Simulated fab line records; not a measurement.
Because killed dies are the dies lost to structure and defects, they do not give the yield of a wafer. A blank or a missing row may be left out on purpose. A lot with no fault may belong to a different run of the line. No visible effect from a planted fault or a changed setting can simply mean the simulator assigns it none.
Matching of chambers + flow gf180mcu + cmp-01 running GF_V2_CMP_04: 4 sister chambers
The step polishes SiO2. 4 wafers are shown with their chamber, then 7 later ones without.

== WAFERS WITH THEIR CHAMBER ==
| wafer  | chamber | motor current A (A) |
|--------|---------|---------------------|
| L245.5 | 3       | 10.5                |
| L245.6 | 0       | 12.8                |
| L247.1 | 2       | 11.1                |
| L247.3 | 1       | 12.4                |

== WAFERS MISSING THEIR CHAMBER ==
| wafer  | motor current A (A) |
|--------|---------------------|
| L247.5 | 10.9                |
| L251.1 | 12.0                |
| L251.2 | 10.4                |
| L251.6 | 10.5                |
| L263.2 | 10.0                |
| L263.4 | 12.6                |
| L263.6 | 10.5                |

== THE CHAMBER EACH PASSED THROUGH ==
| wafer  | from the rows above          | in truth                   |
|--------|------------------------------|----------------------------|
| L247.5 | can't be placed: 2 or 3      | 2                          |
| L251.1 | can't be placed: 1 or 0 or 2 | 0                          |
| L251.2 | 3                            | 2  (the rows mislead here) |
| L251.6 | 3                            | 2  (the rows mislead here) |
| L263.2 | 3                            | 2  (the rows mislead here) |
| L263.4 | can't be placed: 1 or 0      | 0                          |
| L263.6 | 3                            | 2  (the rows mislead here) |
Correctly placed: 0 of 7. Not placeable from these rows: 3 (in 3, the candidates include the true chamber). Number placed wrongly: 4.
How it was worked out, from the rows above alone: a wafer's distance from a chamber is the root of the sum, over the readings, of the square of ((its reading less the chamber's mean) divided by the reading's scatter). If the next closest chamber is less than 2 further off than the closest, the wafer can't be placed; otherwise it belongs to the closest. For every chamber, the mean is computed from those of its wafers that are shown. The scatter: root of mean squared gap, hidden wafer to nearest shown wafer, with one shown wafer a chamber.
